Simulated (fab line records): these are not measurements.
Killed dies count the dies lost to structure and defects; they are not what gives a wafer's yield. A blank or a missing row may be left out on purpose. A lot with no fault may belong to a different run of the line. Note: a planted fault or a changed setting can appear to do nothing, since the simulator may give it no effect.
The tool behind it: which one? | flow sky130 | Sampling: 12 lots, 36 wafers, 3 of 708 route steps

## WHAT THE GAUGES READ, wafer by wafer
SKY_VIA3_BOW_MEAS_03. Usual: VIA3_BOW 78 um, standard deviation 7.5.
lot  | measured     | on            | VIA3_BOW (um) | flag
L350 | day 39 05:18 | film-metro-01 | 76 83 66      |
L351 | day 39 08:58 | film-metro-03 | 87 86 83      |
L353 | day 40 06:01 | film-metro-04 | 90 88 79      |
L357 | day 41 23:41 | film-metro-01 | 77 69 84      |
L358 | day 42 04:04 | film-metro-03 | 88 78 77      |
L359 | day 42 05:14 | film-metro-04 | 83 87 92      |
L360 | day 42 15:47 | film-metro-04 | 60 78 83      |
L362 | day 42 18:01 | film-metro-03 | 81 68 80      |
L363 | day 43 03:11 | film-metro-03 | 78 79 75      |
L369 | day 44 14:12 | film-metro-03 | 90 72 77      |
L370 | day 44 20:28 | film-metro-01 | 75 79 81      |
L371 | day 45 06:16 | film-metro-04 | 71 70 80      |

SKY_VIA3_OVL_MEAS_13. Usual: VIA3_OVL -1 nm, standard deviation 4.8.
lot  | measured     | on         | VIA3_OVL (nm) | flag
L350 | day 40 06:09 | overlay-02 | -1 -10 -4     |
L351 | day 40 09:49 | overlay-01 | -6 1 -2       |
L353 | day 41 06:26 | overlay-02 | 3 -5 -10      |
L357 | day 42 23:29 | overlay-02 | 7 1 1         |
L358 | day 43 02:57 | overlay-02 | 6 1 -4        |
L359 | day 43 04:54 | overlay-02 | -11 -5 -9     |
L360 | day 43 14:52 | overlay-02 | -6 -9 -7      |
L362 | day 43 17:21 | overlay-02 | -2 -3 -2      |
L363 | day 44 01:47 | overlay-01 | -6 -3 -10     |
L369 | day 45 11:34 | overlay-01 | -2 -1 -3      |
L370 | day 45 17:39 | overlay-01 | 8 4 10        |
L371 | day 46 03:24 | overlay-02 | -6 -12 -8     |

## EACH LOT AND THE TOOL THAT RAN IT (in order: tool; ch and the chambers of the sampled wafers; start)
lot  | SKY_VIA3_CMP_02
L350 | cmp-02 ch 0,1,3, day 39 05:00
L351 | cmp-02 ch 0,1, day 39 08:39
L353 | cmp-01 ch 0,1,3, day 40 05:46
L357 | cmp-02 ch 0,1,2, day 41 23:23
L358 | cmp-01 ch 0,1,2, day 42 03:49
L359 | cmp-01 ch 0,1,2, day 42 04:56
L360 | cmp-01 ch 1,2, day 42 15:26
L362 | cmp-02 ch 1,2,3, day 42 17:41
L363 | cmp-01 ch 0,1,2, day 43 02:53
L369 | cmp-02 ch 0,2,3, day 44 13:53
L370 | cmp-01 ch 0,1,3, day 44 20:19
L371 | cmp-01 ch 0,2, day 45 05:58
- SKY_VIA3_CMP_02: polishes SiO2.

## AS READ BY THE TOOLS THEMSELVES (means over the sampled wafers that have a number; for cases with no such wafer, the mark the record gives instead)
SKY_VIA3_CMP_02. Usual: motor-current-A 12.7 A, standard deviation 1.4.
lot  | tool   | motor-current-A (A) | flag
L350 | cmp-02 | 12.6                |
L351 | cmp-02 | 11.6                |
L353 | cmp-01 | 12.1                |
L357 | cmp-02 | 12.2                |
L358 | cmp-01 | 12.8                |
L359 | cmp-01 | 12.7                |
L360 | cmp-01 | 13.7                |
L362 | cmp-02 | 12.6                |
L363 | cmp-01 | 12.7                |
L369 | cmp-02 | 12.8                |
L370 | cmp-01 | 12.1                |
L371 | cmp-01 | 13.8                |

## THE ANSWER, worked out from the rows above alone
Rule: a lot counts as off when the mean over its wafers that have a number is more than 3 standard deviations away from the usual mean. Also off: a lot with no number at a reading for which 4 or more lots have one. Where the step has rows for the other lots, those lots are counted as sound. After the gauges, taken in route order, come the tools' own readings; for these a lot's mean is taken, as printed above. The first step at which some lot is off is used, and at that step the reading that is off furthest; a lot without a number counts as furthest.
No lot is off at any reading shown: from this, nothing can be told.

## WHAT WAS PUT IN BY THE SIMULATOR
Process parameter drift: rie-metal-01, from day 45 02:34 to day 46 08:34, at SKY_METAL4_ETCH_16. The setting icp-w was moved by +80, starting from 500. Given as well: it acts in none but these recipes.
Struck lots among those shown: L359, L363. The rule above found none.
